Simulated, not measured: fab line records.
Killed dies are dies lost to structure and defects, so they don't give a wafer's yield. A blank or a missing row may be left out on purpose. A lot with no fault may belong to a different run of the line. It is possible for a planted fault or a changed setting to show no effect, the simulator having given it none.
One fault seen from 2 desks -- flow gf180mcu -- each desk holds nothing but its own numbers, with what lay behind them at the end

== DESK OF THE TOOL OWNER: pvd sputter-04 ==
At GF_M2_SPUTTER_04 (material TiN, target thk 50 nm, time 41.7 s) the tool's own readings: per lot run on this tool, the mean of the sampled wafers that have a number. The brackets show how far a lot's mean lies from the usual mean; more than 4 standard deviations puts the lot out of limits, marked OUT.
Columns: A = chamber pressure pa at GF_M2_SPUTTER_04, usual 0.3999 Pa; B = throttle valve pct at GF_M2_SPUTTER_04, usual 30.1 %
lot,first seen here,A,B
L158,day 19 03:37,0.3997,29.8
L167,day 21 22:14,0.4001,29.9
L168,day 22 08:56,0.3996,28.9
L172,day 23 16:49,0.4003,29.6
This desk found nothing out of limits on any of the 4 lots.

== METROLOGY DESK ==
Means of the sampled wafers that have a number, per lot and without regard to the tool the lot ran on: this is what the gauges read. The brackets show how far a lot's mean lies from the usual mean; more than 4 standard deviations puts the lot out of limits, marked OUT.
Columns: A = M2_ALCU_THK at GF_M2_THK_MEAS_06, usual 451 nm; B = M3_ALCU_THK at GF_M3_THK_MEAS_06, usual 447 nm
lot,first seen here,A,B
L159,day 19 02:12,446,452
L158,day 19 03:47,447,444
L160,day 19 12:36,452,450
L161,day 19 23:05,459,443
L162,day 20 01:56,457,453
L164,day 21 01:23,451,445
L166,day 21 14:55,448,453
L167,day 21 22:23,460,439
L168,day 22 09:06,454,448
L172,day 23 16:59,447,452
L178,day 25 13:03,442,445
L180,day 26 05:30,452,453
This desk found nothing out of limits on any of the 12 lots.

== TAKEN TOGETHER ==
The tool owner's desk saw nothing out of limits.
The metrology desk saw nothing out of limits.

== WHAT WAS PUT IN BY THE SIMULATOR ==
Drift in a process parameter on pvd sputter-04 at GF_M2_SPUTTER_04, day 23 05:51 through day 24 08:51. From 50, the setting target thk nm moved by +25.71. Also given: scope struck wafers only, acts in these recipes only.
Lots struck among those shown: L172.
